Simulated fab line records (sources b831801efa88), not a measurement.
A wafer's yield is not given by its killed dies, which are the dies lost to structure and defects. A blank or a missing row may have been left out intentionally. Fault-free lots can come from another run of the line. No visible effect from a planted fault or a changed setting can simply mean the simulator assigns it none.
fab line records -- flow gf180mcu
[record] lots = 15, wafers = 45, lastDay = 34
route steps=602 shown M5@533 V5@541 PASSIVATION@595
lots untouched by any fault: they come from a run of this same line in which no faults occurred
startH: hours from the record's first day to the start of the lot's first wafer shown -- waitH: hours since the lot's step before -- " unchanged from the row above -- L1.1+2: several wafers, shown together as one row -- - no value present, or no start provided -- * or withheld: withheld -- < > ~ a bound
route shown NAME@n: a module of which the file shows steps, and the number in the route of the first -- usual: the fault-free wafers' mean and standard deviation -- same: alike in all rows -- chamber/n: place in a boat -- sites: per-site readings -- _std_site: standard deviation across them -- _edge_site: the outer-site mean with the inner-site mean subtracted -- radiusMm: how far each site lies from the wafer's centre -- mask NAME#n: copy n -- behind: the most recent tool/chamber to have shaped the wafer -- hold: the reason the lot was held/the length of the hold in hours/how it ended -- device: whichever transistor did not switch (one of n, p or np) -- end of line: at the end of the route, the tests of the same wafers -- for a step that has no rows: nothing shown but its recipe -- killed: count of dies lost to structure and defects at first sort (not the wafer's yield) -- map: per-die view of a wafer (x killed, . not killed, _ where there is no die)
set.NAME: the run value of the setting; set.NAME@STEP: its run value at that earlier step -- model.NAME: the simulator's own value behind a step, which no gauge read
one table for each step of the route and one row for each wafer, over a sample of lots
services: the hour from which a tool's chamber was out of use, counted from the record's first day as startH (under 0 if before that day), plus the number of hours and why
[[steps]]
[step GF_M5_CD_MEAS_07]
[recipe] targetCdNm = 280
[usual] cdNm = 280.3/1.2
lot.wafer,tool,chamber,startH,waitH,cdNm
L227.1,cdSem-01,-,601.12,0.1,280.9
L227.3,cdSem-01,-,601.12,0.1,281.4
L227.5,cdSem-01,-,601.12,0.1,280.7
L228.2,cdSem-02,-,606.04,0.1,280.7
L228.3,cdSem-02,-,606.04,0.1,279.1
L228.5,cdSem-02,-,606.04,0.1,279.1
L229.3,cdSem-01,-,617.99,0.1,279.7
L229.5,cdSem-01,-,617.99,0.1,278.1
L229.6,cdSem-01,-,617.99,0.1,278.9
L231.1,cdSem-02,-,639.97,0.1,279.5
L231.2,cdSem-02,-,639.97,0.1,279.7
L231.4,cdSem-02,-,639.97,0.1,278.6
L232.2,cdSem-02,-,641.67,0.1,282.2
L232.3,cdSem-02,-,641.67,0.1,282.0
L232.4,cdSem-02,-,641.67,0.1,281.9
L233.3,cdSem-02,-,650.34,0.1,280.4
L233.4,cdSem-02,-,650.34,0.1,280.6
L233.5,cdSem-02,-,650.34,0.1,279.7
L234.1,cdSem-02,-,661.85,0.1,281.8
L234.3,cdSem-02,-,661.85,0.1,281.9
L234.6,cdSem-02,-,661.85,0.1,281.2
L236.1,cdSem-02,-,687.52,0.1,280.7
L236.3,cdSem-02,-,687.52,0.1,281.3
L236.6,cdSem-02,-,687.52,0.1,280.9
L240.3,cdSem-02,-,710.21,0.1,280.2
L240.4,cdSem-02,-,710.21,0.1,280.3
L240.6,cdSem-02,-,710.21,0.1,278.5
L242.3,cdSem-01,-,713.76,0.1,278.6
L242.4,cdSem-01,-,713.76,0.1,279.4
L242.6,cdSem-01,-,713.76,0.1,279.6
L241.3,cdSem-01,-,720.28,0.1,279.6
L241.4,cdSem-01,-,720.28,0.1,278.4
L241.5,cdSem-01,-,720.28,0.1,277.7
L245.3,cdSem-02,-,734.61,0.1,282.2
L245.5,cdSem-02,-,734.61,0.1,281.2
L245.6,cdSem-02,-,734.61,0.1,281.8
L248.3,cdSem-02,-,752.46,0.1,279.7
L248.4,cdSem-02,-,752.46,0.1,280.2
L248.5,cdSem-02,-,752.46,0.1,280.1
L249.4,cdSem-02,-,759.68,0.1,280.4
L249.5,cdSem-02,-,759.68,0.1,280.3
L249.6,cdSem-02,-,759.68,0.1,280.4
L250.2,cdSem-01,-,764.36,0.1,278.3
L250.3,cdSem-01,-,764.36,0.1,277.8
L250.5,cdSem-01,-,764.36,0.1,278.1
[step GF_V5_THK_MEAS_01]
[recipe] reads = SiO2_of_V5_CVD_00
[usual] V5_CVD_00_THK = 300.2/2.7
lot.wafer,tool,chamber,startH,waitH,V5_CVD_00_THK[nm]
L227.1,filmMetro-02,-,602.04,0.0,303.0
L227.3,filmMetro-02,-,602.04,0.0,305.9
L227.5,filmMetro-02,-,602.04,0.0,300.8
L228.2,filmMetro-03,-,607.08,0.0,299.7
L228.3,filmMetro-03,-,607.08,0.0,298.6
L228.5,filmMetro-03,-,607.08,0.0,301.2
L229.3,filmMetro-04,-,618.90,0.0,301.7
L229.5,filmMetro-04,-,618.90,0.0,302.2
L229.6,filmMetro-04,-,618.90,0.0,302.1
L231.1,filmMetro-02,-,640.88,0.0,302.4
L231.2,filmMetro-02,-,640.88,0.0,297.2
L231.4,filmMetro-02,-,640.88,0.0,301.4
L232.2,filmMetro-03,-,642.68,0.0,305.1
L232.3,filmMetro-03,-,642.68,0.0,303.9
L232.4,filmMetro-03,-,642.68,0.0,303.3
L233.3,filmMetro-04,-,651.28,0.0,301.6
L233.4,filmMetro-04,-,651.28,0.0,300.0
L233.5,filmMetro-04,-,651.28,0.0,304.4
L234.1,filmMetro-02,-,662.72,0.0,300.8
L234.3,filmMetro-02,-,662.72,0.0,300.7
L234.6,filmMetro-02,-,662.72,0.0,297.9
L236.1,filmMetro-02,-,688.50,0.0,299.7
L236.3,filmMetro-02,-,688.50,0.0,301.0
L236.6,filmMetro-02,-,688.50,0.0,302.7
L240.3,filmMetro-04,-,711.08,0.0,300.9
L240.4,filmMetro-04,-,711.08,0.0,304.3
L240.6,filmMetro-04,-,711.08,0.0,299.8
L242.3,filmMetro-03,-,714.61,0.0,304.8
L242.4,filmMetro-03,-,714.61,0.0,300.7
L242.6,filmMetro-03,-,714.61,0.0,302.1
L241.3,filmMetro-03,-,721.14,0.0,295.9
L241.4,filmMetro-03,-,721.14,0.0,300.1
L241.5,filmMetro-03,-,721.14,0.0,303.8
L245.3,filmMetro-04,-,735.55,0.0,301.0
L245.5,filmMetro-04,-,735.55,0.0,298.5
L245.6,filmMetro-04,-,735.55,0.0,301.9
L248.3,filmMetro-02,-,753.31,0.0,305.5
L248.4,filmMetro-02,-,753.31,0.0,299.0
L248.5,filmMetro-02,-,753.31,0.0,304.0
L249.4,filmMetro-03,-,760.92,0.0,303.1
L249.5,filmMetro-03,-,760.92,0.0,300.1
L249.6,filmMetro-03,-,760.92,0.0,296.3
L250.2,filmMetro-03,-,765.23,0.0,301.2
L250.3,filmMetro-03,-,765.23,0.0,302.9
L250.5,filmMetro-03,-,765.23,0.0,299.6
[step GF_V5_CVD_02]
[recipe] material = SiO2, targetThkNm = 1450, precursor = TEOS, tempC = 400, timeS = 163.28, rfW = 600
[usual] heaterPowerW = 700/95
lot.wafer,tool,chamber,startH,waitH,heaterPowerW,sinceWetCleanH
L227.1,pecvd-02,1,602.10,0.1,634,636
L227.3,pecvd-02,2,602.10,0.1,686,636
L227.5,pecvd-02,2,602.10,0.1,794,-
L228.2,pecvd-04,0,607.13,0.0,802,433
L228.3,pecvd-04,2,607.13,0.0,760,433
L228.5,pecvd-04,0,607.13,0.0,656,-
L229.3,pecvd-02,1,618.94,0.0,625,653
L229.5,pecvd-02,1,618.94,0.0,678,-
L229.6,pecvd-02,0,618.94,0.0,660,-
L231.1,pecvd-04,2,640.94,0.1,780,466
L231.2,pecvd-04,1,640.94,0.1,672,466
L231.4,pecvd-04,1,640.94,0.1,757,-
L232.2,pecvd-01,2,642.73,0.0,688,252
L232.3,pecvd-01,1,642.73,0.0,691,252
L232.4,pecvd-01,0,642.73,0.0,480,-
L233.3,pecvd-02,1,651.32,0.0,648,685
L233.4,pecvd-02,0,651.32,0.0,673,-
L233.5,pecvd-02,2,651.32,0.0,843,-
L234.1,pecvd-02,2,662.78,0.1,889,696
L234.3,pecvd-02,0,662.78,0.1,523,696
L234.6,pecvd-02,2,662.78,0.1,706,-
L236.1,pecvd-01,0,688.56,0.1,584,297
L236.3,pecvd-01,0,688.56,0.1,614,-
L236.6,pecvd-01,1,688.56,0.1,694,-
L240.3,pecvd-04,2,711.12,0.0,770,537
L240.4,pecvd-04,2,711.12,0.0,646,-
L240.6,pecvd-04,1,711.12,0.0,634,-
L242.3,pecvd-02,2,714.65,0.0,796,748
L242.4,pecvd-02,1,714.65,0.0,529,-
L242.6,pecvd-02,2,714.65,0.0,867,-
L241.3,pecvd-04,2,721.18,0.0,686,547
L241.4,pecvd-04,1,721.18,0.0,748,-
L241.5,pecvd-04,0,721.18,0.0,763,-
L245.3,pecvd-04,1,735.59,0.0,784,561
L245.5,pecvd-04,0,735.59,0.0,790,-
L245.6,pecvd-04,2,735.59,0.0,827,-
L248.3,pecvd-02,0,753.35,0.0,618,787
L248.4,pecvd-02,0,753.35,0.0,528,-
L248.5,pecvd-02,1,753.35,0.0,505,-
L249.4,pecvd-02,2,761.01,0.1,814,-
L249.5,pecvd-02,0,761.01,0.1,657,-
L249.6,pecvd-02,1,761.01,0.1,534,-
L250.2,pecvd-04,0,765.28,0.0,689,591
L250.3,pecvd-04,1,765.28,0.0,787,591
L250.5,pecvd-04,0,765.28,0.0,794,-
[step GF_PASSIVATION_EXPOSE_08]
[recipe] maskId = Pad, targetCdNm = 40000, na = 0.57, doseMj = 310
[usual] exposureDoseMJCm2 = 310.1/0.33, focusOffsetNm = 0.1/0.53
lot.wafer,tool,chamber,startH,waitH,mask,exposureDoseMJCm2,focusOffsetNm
L227.1,ilineStepper-01,0,657.11,-,Pad#0,310.2,-0.5
L227.3,ilineStepper-01,0,657.11,-,Pad#0,310.3,0.5
L227.5,ilineStepper-01,0,657.11,-,Pad#0,310.6,0.5
L228.2,ilineStepper-02,0,661.11,-,Pad#0,310.1,0.7
L228.3,ilineStepper-02,0,661.11,-,Pad#0,310.1,0.3
L228.5,ilineStepper-02,0,661.11,-,Pad#0,310.5,1.0
L229.3,ilineStepper-01,0,672.23,-,Pad#0,309.8,0.3
L229.5,ilineStepper-01,0,672.23,-,Pad#0,310.2,0.5
L229.6,ilineStepper-01,0,672.23,-,Pad#0,310.1,1.1
L231.1,ilineStepper-02,0,692.27,-,Pad#0,309.8,0.9
L231.2,ilineStepper-02,0,692.27,-,Pad#0,309.8,0.3
L231.4,ilineStepper-02,0,692.27,-,Pad#0,309.6,0.1
L232.2,ilineStepper-02,0,694.54,-,Pad#0,310.4,0.3
L232.3,ilineStepper-02,0,694.54,-,Pad#0,309.9,0.0
L232.4,ilineStepper-02,0,694.54,-,Pad#0,310.6,-0.7
L233.3,ilineStepper-02,0,702.50,-,Pad#0,310.2,-0.1
L233.4,ilineStepper-02,0,702.50,-,Pad#0,309.8,0.6
L233.5,ilineStepper-02,0,702.50,-,Pad#0,309.9,0.1
L234.1,ilineStepper-02,0,712.60,-,Pad#0,309.9,-0.7
L234.3,ilineStepper-02,0,712.60,-,Pad#0,309.6,0.9
L234.6,ilineStepper-02,0,712.60,-,Pad#0,310.0,-0.1
L236.1,ilineStepper-02,0,738.29,-,Pad#0,310.0,-0.7
L236.3,ilineStepper-02,0,738.29,-,Pad#0,310.0,-0.2
L236.6,ilineStepper-02,0,738.29,-,Pad#0,310.2,-0.9
L240.3,ilineStepper-02,-,757.40,-,Pad#0,-,-
L240.4,ilineStepper-02,-,757.40,-,Pad#0,-,-
L240.6,ilineStepper-02,-,757.40,-,Pad#0,-,-
L242.3,ilineStepper-01,-,761.38,-,Pad#0,-,-
L242.4,ilineStepper-01,-,761.38,-,Pad#0,-,-
L242.6,ilineStepper-01,-,761.38,-,Pad#0,-,-
L241.3,ilineStepper-02,-,766.53,-,Pad#0,-,-
L241.4,ilineStepper-02,-,766.53,-,Pad#0,-,-
L241.5,ilineStepper-02,-,766.53,-,Pad#0,-,-
L245.3,ilineStepper-01,0,780.41,-,Pad#0,310.2,0.1
L245.5,ilineStepper-01,0,780.41,-,Pad#0,309.7,0.2
L245.6,ilineStepper-01,0,780.41,-,Pad#0,310.2,0.0
L248.3,ilineStepper-01,0,797.08,-,Pad#0,310.3,1.0
L248.4,ilineStepper-01,0,797.08,-,Pad#0,310.7,0.9
L248.5,ilineStepper-01,0,797.08,-,Pad#0,310.5,0.7
L249.4,ilineStepper-01,0,803.92,-,Pad#0,310.5,-0.2
L249.5,ilineStepper-01,0,803.92,-,Pad#0,310.7,0.4
L249.6,ilineStepper-01,0,803.92,-,Pad#0,310.2,0.3
L250.2,ilineStepper-01,0,807.38,-,Pad#0,309.9,0.4
L250.3,ilineStepper-01,0,807.38,-,Pad#0,309.8,-0.2
L250.5,ilineStepper-01,0,807.38,-,Pad#0,310.2,-0.6
[[services]]
tool,chamber,startH,hours,kind
pecvd-01,-,592.20,0.3,repair
ilineStepper-01,-,607.29,1.7,pm
ilineStepper-01,-,617.63,1.2,repair
pecvd-04,-,643.22,2.9,repair
ilineStepper-02,-,644.64,6.0,repair
pecvd-01,1,648.80,20.7,repair
pecvd-01,2,685.92,8.9,repair
pecvd-01,2,722.58,26.9,repair
ilineStepper-02,-,742.81,1.7,pm
pecvd-01,1,796.37,9.4,repair
pecvd-02,-,799.38,14.0,pm
pecvd-02,0,799.38,14.0,ventCycle
pecvd-02,1,799.38,14.0,ventCycle
pecvd-02,2,799.38,14.0,ventCycle
[[key]]
[firstSign] step = GF_PASSIVATION_EXPOSE_08, reading = toolRecord, direction = missing
effect none on later readings
metAt GF_PASSIVATION_EXPOSE_08
struckLots L240,L241,L242
laterRowsLeftOut L240.3,L240.4,L240.6,L241.3,L241.4,L241.5,L242.3,L242.4,L242.6
sortLeftOut L240.3,L240.4,L240.6,L241.3,L241.4,L241.5,L242.3,L242.4,L242.6
notActingAt GF_M5_CD_MEAS_07,GF_V5_THK_MEAS_01,GF_V5_CVD_02
onsetBetween 738.29 757.40
[fault] kind = skippedStepWhole, tool = ilineStepper-01,ilineStepper-02, chamber = -, onsetH = 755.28, steps = GF_PASSIVATION_EXPOSE_08, scope = struckLotsOnly
// sortLeftOut: the simulated sort isn't trusted on such a fault, so these wafers' sort isn't shown, and their yield isn't known
// laterRowsLeftOut: the simulator's readings of these wafers behind a module that went badly wrong aren't trusted and aren't shown, but for the sort
